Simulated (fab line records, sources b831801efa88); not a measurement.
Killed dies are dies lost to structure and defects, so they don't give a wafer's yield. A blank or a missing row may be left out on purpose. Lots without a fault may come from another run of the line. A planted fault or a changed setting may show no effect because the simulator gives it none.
Which tool did it? | flow sfq_line | 6 lots, 18 wafers sampled, at 2 steps of a route of 325

WHAT THE GAUGES READ, wafer by wafer
SFQ_M1_OVL_MEAS_911.
lot  | measured     | on         | M1_OVL (nm)
L736 | day 13 11:54 | overlay-01 | 1 7 -2
L740 | day 14 14:23 | overlay-01 | 0 5 1
L744 | day 16 04:46 | overlay-02 | -1 -3 3
L746 | day 17 08:34 | overlay-02 | 6 15 2
L752 | day 19 02:01 | overlay-01 | 9 3 3
L756 | day 20 18:49 | overlay-01 | -1 4 -8

WHICH TOOL RAN EACH LOT (tool, then ch and the chambers of the sampled wafers, then the start)
lot  | SFQ_TRILAYER_I0_VIA_ETCH_VIA_ETCH_034
L736 | rie_diel-01 ch 0,1, day 10 16:17
L740 | rie_diel-01 ch 2,3, day 11 15:34
L744 | rie_diel-02 ch 0,3, day 13 04:46
L746 | rie_diel-04 ch 0,2,3, day 13 21:34
L752 | rie_diel-01 ch 0,1, day 15 07:15
L756 | rie_diel-04 ch 0,2, day 16 21:39
- SFQ_TRILAYER_I0_VIA_ETCH_VIA_ETCH_034: etches SiO2 in CHF3, stops on Nb, target depth 260 nm.

THE ANSWER, worked out from the rows above alone
Rule: what is usual is taken from the lots themselves. Put in order of their means at a reading, lots are off if they are a third of the lots or fewer, leave a main group of 4 or more, and stand apart from it by a gap of 3 or more times the standard deviation of the main group's means; of several such gaps the widest counts. A main group whose means are all the same, to the digits that the tables above print for the reading, isn't used. A lot without any number at a reading at which 4 lots or more have one is off too. The other lots that the step has rows for count as sound.
No lot is off at any reading shown: from this, nothing can be told.

WHAT THE SIMULATOR HAD PUT IN
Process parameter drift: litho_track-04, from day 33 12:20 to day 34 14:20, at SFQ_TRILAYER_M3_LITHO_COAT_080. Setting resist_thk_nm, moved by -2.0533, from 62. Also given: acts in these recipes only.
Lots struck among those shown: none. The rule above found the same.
